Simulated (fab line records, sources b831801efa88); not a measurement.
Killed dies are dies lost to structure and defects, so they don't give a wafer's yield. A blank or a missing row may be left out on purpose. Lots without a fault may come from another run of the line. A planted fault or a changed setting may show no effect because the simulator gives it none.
Which tool did it? | flow sky130 | 11 lots, 33 wafers sampled, at 2 steps of a route of 708

WHAT THE GAUGES READ, wafer by wafer
SKY_VIA3_BOW_MEAS_03.
lot  | measured     | on            | VIA3_BOW (um)
L142 | day 38 15:14 | film_metro-02 | 78 100 77
L146 | day 39 21:23 | film_metro-03 | 91 78 77
L148 | day 41 11:31 | film_metro-02 | 71 79 76
L149 | day 41 14:52 | film_metro-03 | 81 71 78
L150 | day 41 17:08 | film_metro-03 | 86 91 82
L153 | day 41 23:41 | film_metro-01 | 79 79 64
L157 | day 43 03:40 | film_metro-03 | 77 72 81
L159 | day 43 12:43 | film_metro-02 | 76 80 81
L162 | day 44 12:07 | film_metro-02 | 85 80 84
L163 | day 44 15:44 | film_metro-01 | 80 80 84
L165 | day 44 23:04 | film_metro-02 | 70 80 79

WHICH TOOL RAN EACH LOT (tool, then ch and the chambers of the sampled wafers, then the start)
lot  | SKY_VIA2_ETCH_15
L142 | rie_diel-02 ch 1,2,3, day 36 08:36
L146 | rie_diel-04 ch 1,2, day 37 11:27
L148 | rie_diel-04 ch 0,1,3, day 39 02:59
L149 | rie_diel-01 ch 0,1,3, day 39 05:53
L150 | rie_diel-02 ch 0,3, day 39 06:13
L153 | rie_diel-01 ch 0,1,3, day 39 17:13
L157 | rie_diel-04 ch 0,1,2, day 40 23:58
L159 | rie_diel-01 ch 1,2, day 41 10:13
L162 | rie_diel-02 ch 0,2,3, day 42 10:54
L163 | rie_diel-02 ch 0,1, day 42 14:21
L165 | rie_diel-01 ch 0,1,3, day 42 22:47
- SKY_VIA2_ETCH_15: etches SiO2 in C4F8/O2/Ar, stops on TiN, target depth 546 nm, time 84 s.

THE ANSWER, worked out from the rows above alone
Rule: what is usual is taken from the lots themselves. Put in order of their means at a reading, lots are off if they are a third of the lots or fewer, leave a main group of 4 or more, and stand apart from it by a gap of 3 or more times the standard deviation of the main group's means; of several such gaps the widest counts. A main group whose means are all the same, to the digits that the tables above print for the reading, isn't used. A lot without any number at a reading at which 4 lots or more have one is off too. The other lots that the step has rows for count as sound.
No lot is off at any reading shown: from this, nothing can be told.

WHAT THE SIMULATOR HAD PUT IN
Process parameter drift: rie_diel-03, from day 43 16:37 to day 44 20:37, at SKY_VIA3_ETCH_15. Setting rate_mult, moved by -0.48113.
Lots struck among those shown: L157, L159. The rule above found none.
